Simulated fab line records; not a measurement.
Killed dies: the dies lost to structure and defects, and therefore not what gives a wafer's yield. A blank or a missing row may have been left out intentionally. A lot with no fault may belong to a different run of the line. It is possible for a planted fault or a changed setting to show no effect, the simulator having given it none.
The same fault as seen by 2 desks | flow sky130 | every desk sees just its own numbers, and what lay behind them comes last

== FROM THE METROLOGY DESK ==
Means of the sampled wafers that have a number, per lot and without regard to the tool the lot ran on: this is what the gauges read. Any lot whose mean is over 4 standard deviations away from the usual mean is out of limits and marked OUT; that distance is given in the brackets.
Columns: A = VIA2_W_RS at SKY_VIA2_RS_MEAS_22, usual 0.272 ohm/sq; B = VIA2_W_THK at SKY_VIA2_THK_MEAS_23, usual 413 nm
lot  | first seen here | A     | B
L323 | day 37 11:43    | 0.273 | 411
L328 | day 38 23:44    | 0.265 | 426
L329 | day 39 02:50    | 0.275 | 409
L341 | day 42 22:55    | 0.273 | 410
L342 | day 43 06:10    | 0.274 | 411
L343 | day 43 08:25    | 0.269 | 421
Result from this desk: across the 6 lots, nothing is out of limits.

== AT THE TOOL OWNER'S DESK: pvd_sputter-02 ==
At SKY_METAL3_SPUTTER_04 (material TiN, target thk 70 nm, time 58.3 s) the tool's own readings: per lot run on this tool, the mean of the sampled wafers that have a number. Any lot whose mean is over 4 standard deviations away from the usual mean is out of limits and marked OUT; that distance is given in the brackets.
Columns: A = throttle_valve_pct at SKY_METAL3_SPUTTER_04, usual 29.8 %
lot  | first seen here | A
L323 | day 37 12:18    | 29.4
L328 | day 39 00:15    | 30.2
L329 | day 39 03:22    | 30.3
L341 | day 42 23:30    | 30.0
Result from this desk: across the 4 lots, nothing is out of limits.

== TAKEN TOGETHER ==
The metrology desk saw nothing out of limits.
Nothing out of limits was seen by the tool owner's desk.

== WHAT THE SIMULATOR PUT IN ==
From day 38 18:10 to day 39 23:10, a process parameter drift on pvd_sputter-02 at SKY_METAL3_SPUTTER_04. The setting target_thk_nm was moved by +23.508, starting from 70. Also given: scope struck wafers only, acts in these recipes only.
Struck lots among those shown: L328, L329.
